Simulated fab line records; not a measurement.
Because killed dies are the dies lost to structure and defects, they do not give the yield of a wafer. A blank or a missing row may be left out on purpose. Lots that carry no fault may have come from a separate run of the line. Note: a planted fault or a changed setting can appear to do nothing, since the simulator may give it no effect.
A lot that was struck, set against a sound lot | flow sky130 | 18 out of 708 route steps
Sound: the wafers L564.4, L564.5, L564.6. Wafers struck: L575.3, L575.5, L575.6. Last of all comes the cause.
Order at every step that has rows: each side's tool, ch and its chambers, its first start. Under that, the readings that differ: sound wafers | struck wafers | difference of the means | sigmas: that difference in standard deviations of wafers without a fault.
alike: a reading whose means differ by less than 2 such deviations, as well as words and numbers matching on both sides. not compared: withheld readings; readings where some wafer has no value; bounds like >300 that might hide an equal value; numbers whose values overlap and for which the record gives no deviation.
The two part at a step that has a row with sigmas, a row that says differs or no value, or rows on one side only. Non-overlapping numbers with no deviation appear without sigmas and do not part them. A reading that every wafer of one side lacks parts them only if that side has two wafers or more.

first, 6 steps without rows for these wafers: SKY_RES_XHIGH_COAT_02 (resist thk 1140 nm); SKY_RES_XHIGH_SOFTBAKE_03 (time 60 s); SKY_RES_XHIGH_EXPOSE_04 (exposes mask URPM, target cd 1270 nm); SKY_RES_XHIGH_PEB_05; SKY_RES_XHIGH_DEVELOP_06 (develop time 60 s); SKY_RES_XHIGH_IMPLANT_07.
SKY_RES_XHIGH_STRIP_08: strips in O2/N2.
  sound on plasma-asher-03 ch 0,1, day 28 02:04; struck on plasma-asher-04 ch 0,1, day 31 17:46
  alike: drypump-motor-current-A, o2-flow-sccm, oes-product-au, strip-time-to-endpoint-s
  not compared: rf-hours-counter-h
SKY_RES_XHIGH_TW_MEAS_09:
  sound on film-metro-01, day 28 02:10; struck on film-metro-02, day 31 17:51
  alike: RES_XHIGH_TW
then, 4 steps without rows for these wafers: SKY_SD_N_DEHYDRATE_00 (time 60 s); SKY_SD_N_HMDS_01 (prime time 60 s); SKY_SD_N_COAT_02 (resist thk 1140 nm); SKY_SD_N_SOFTBAKE_03 (time 60 s).
SKY_SD_N_EXPOSE_04: exposes mask NSDM, target cd 380 nm.
  sound on iline-stepper-02 ch 0, day 28 15:51; struck on iline-stepper-02 ch 0, day 32 08:02
  reading              | sound                | struck               | difference | sigmas
  exposure-dose-mJ-cm2 | 141.10 141.37 141.16 | 125.18 125.20 125.04 | -16.07     | -99 or more
  alike: mask
then, 2 steps without rows for these wafers: SKY_SD_N_PEB_05; SKY_SD_N_DEVELOP_06 (develop time 60 s).
SKY_SD_N_CD_MEAS_07 targets a cd of 380 nm.
  sound on cd-sem-01, day 29 05:28; struck on cd-sem-02, day 32 21:07
  reading    | sound             | struck            | difference | sigmas
  cd-nm (nm) | 376.9 378.8 375.2 | 345.7 348.2 344.7 | -30.8      | -13
  not compared: hold
SKY_SD_N_OVL_MEAS_08:
  sound on overlay-02, day 29 05:32; struck on overlay-02, day 33 00:26
  reading | sound | struck                                                                     | difference                   | sigmas
  hold    | - - - | await-dispo/3.2h/release await-dispo/3.2h/release await-dispo/3.2h/release | no value on the sound wafers |
  alike: SD_N_OVL
-- the record jumps here: 16 days lie between the struck wafers' starts before and after (it left off in module SD_N and takes up again in module PAD_OPEN, whose first step shown is number 708 of the route) --
SKY_PAD_OPEN_PROBE_99:
  only the struck wafers here have rows in the record (prober-02, day 49 09:46); the sound ones have none

WHERE THEY PART
At SKY_SD_N_EXPOSE_04 first; at SKY_PAD_OPEN_PROBE_99 last (within this record only).

WHY: what the simulator had put in
Process parameter drift: iline-stepper-02, from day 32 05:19 on, at SKY_SD_N_EXPOSE_04. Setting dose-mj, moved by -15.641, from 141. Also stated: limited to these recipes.
